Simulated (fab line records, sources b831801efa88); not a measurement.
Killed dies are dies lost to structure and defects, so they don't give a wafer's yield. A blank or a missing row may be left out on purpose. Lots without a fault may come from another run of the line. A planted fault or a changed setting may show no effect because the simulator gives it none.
Which tool did it? | flow gf180mcu | 13 lots, 39 wafers sampled, at 4 steps of a route of 602

WHAT THE GAUGES READ, wafer by wafer
GF_M1_OVL_MEAS_15. Usual: M1_OVL 0 nm, standard deviation 4.7.
lot  | measured     | on         | M1_OVL (nm) | flag
L573 | day 17 06:53 | overlay-01 | -1 -1 5     |
L576 | day 18 04:13 | overlay-02 | 2 -4 -2     |
L577 | day 18 16:49 | overlay-02 | -3 -1 -6    |
L578 | day 19 00:26 | overlay-02 | -2 4 -4     |
L586 | day 22 03:08 | overlay-02 | -5 -6 0     |
L587 | day 22 08:47 | overlay-01 | 10 10 6     |
L588 | day 22 17:44 | overlay-01 | 0 -1 0      |
L591 | day 23 12:32 | overlay-01 | -1 -5 -4    |
L592 | day 24 05:45 | overlay-01 | 3 -5 -6     |
L593 | day 24 08:04 | overlay-02 | 4 -2 -1     |
L594 | day 24 15:20 | overlay-01 | 1 3 0       |
L595 | day 25 02:15 | overlay-01 | 0 -9 -4     |
L596 | day 25 09:02 | overlay-02 | 1 4 6       |

GF_V1_BOW_MEAS_05. Usual: V1_BOW 82 um, standard deviation 7.2.
lot  | measured     | on            | V1_BOW (um) | flag
L573 | day 17 08:10 | film_metro-01 | 83 93 87    |
L576 | day 18 05:31 | film_metro-02 | 87 61 85    |
L577 | day 18 18:06 | film_metro-01 | 80 82 83    |
L578 | day 19 01:41 | film_metro-04 | 74 71 82    |
L586 | day 22 04:26 | film_metro-01 | 72 75 71    |
L587 | day 22 10:02 | film_metro-04 | 76 91 76    |
L588 | day 22 19:02 | film_metro-01 | 79 86 83    |
L591 | day 23 13:47 | film_metro-04 | 92 94 78    |
L592 | day 24 07:04 | film_metro-02 | 82 86 88    |
L593 | day 24 09:24 | film_metro-02 | 69 84 80    |
L594 | day 24 16:41 | film_metro-04 | 88 98 78    |
L595 | day 25 03:34 | film_metro-02 | 75 77 82    |
L596 | day 25 10:20 | film_metro-04 | 81 81 81    |

GF_V1_CD_MEAS_14: target cd 260 nm. Usual: cd_nm 259.7 nm, standard deviation 1.3.
lot  | measured     | on        | cd_nm (nm)        | flag
L573 | day 18 07:16 | cd_sem-02 | 260.7 260.5 261.3 |
L576 | day 19 05:19 | cd_sem-02 | 261.2 261.1 261.2 |
L577 | day 19 18:48 | cd_sem-01 | 258.2 257.7 258.5 |
L578 | day 20 02:24 | cd_sem-02 | 261.0 261.5 261.7 |
L586 | day 23 03:19 | cd_sem-02 | 258.3 258.1 258.6 |
L587 | day 23 08:24 | cd_sem-02 | 258.8 258.9 259.9 |
L588 | day 23 18:24 | cd_sem-01 | 260.2 260.5 259.2 |
L591 | day 24 11:55 | cd_sem-02 | 259.4 260.7 259.7 |
L592 | day 25 05:10 | cd_sem-01 | 260.5 259.5 258.9 |
L593 | day 25 07:25 | cd_sem-01 | 261.5 260.2 261.9 |
L594 | day 25 14:30 | cd_sem-01 | 262.2 262.1 261.5 |
L595 | day 26 00:29 | cd_sem-02 | 260.1 259.3 260.7 |
L596 | day 26 07:27 | cd_sem-02 | 257.3 257.7 258.0 |

WHICH TOOL RAN EACH LOT (tool, then ch and the chambers of the sampled wafers, then the start)
lot  | GF_DNWELL_EXPOSE_04
L573 | iline_stepper-02 ch 0, day 2 14:40
L576 | iline_stepper-01 ch 0, day 3 03:58
L577 | iline_stepper-02 ch 0, day 3 09:22
L578 | iline_stepper-02 ch 0, day 3 14:30
L586 | iline_stepper-02 ch 0, day 5 08:18
L587 | iline_stepper-02 ch 0, day 5 15:14
L588 | iline_stepper-01 ch 0, day 5 20:14
L591 | iline_stepper-02 ch 0, day 6 10:35
L592 | iline_stepper-02 ch 0, day 6 17:13
L593 | iline_stepper-01 ch 0, day 6 20:51
L594 | iline_stepper-01 ch 0, day 7 03:35
L595 | iline_stepper-02 ch 0, day 7 08:23
L596 | iline_stepper-02 ch 0, day 7 13:09
- GF_DNWELL_EXPOSE_04: exposes mask DNWELL, target cd 1700 nm.

WHAT THE TOOLS THEMSELVES READ (means of the sampled wafers that have a number; where no wafer has one, the mark that the record gives instead)
The record holds no such reading with a usual standard deviation.

THE ANSWER, worked out from the rows above alone
Rule: a lot is off if the mean of its wafers that have a number lies more than 3 standard deviations from the usual mean. A lot without any number at a reading at which 4 lots or more have one is off too. The other lots that the step has rows for count as sound. The gauges are gone through in route order, then the tools' own readings, and for those a lot's mean is taken as printed above. The first step at which some lot is off is used, and at that step the reading that is off furthest; a lot without a number counts as furthest.
No lot is off at any reading shown: from this, nothing can be told.

WHAT THE SIMULATOR HAD PUT IN
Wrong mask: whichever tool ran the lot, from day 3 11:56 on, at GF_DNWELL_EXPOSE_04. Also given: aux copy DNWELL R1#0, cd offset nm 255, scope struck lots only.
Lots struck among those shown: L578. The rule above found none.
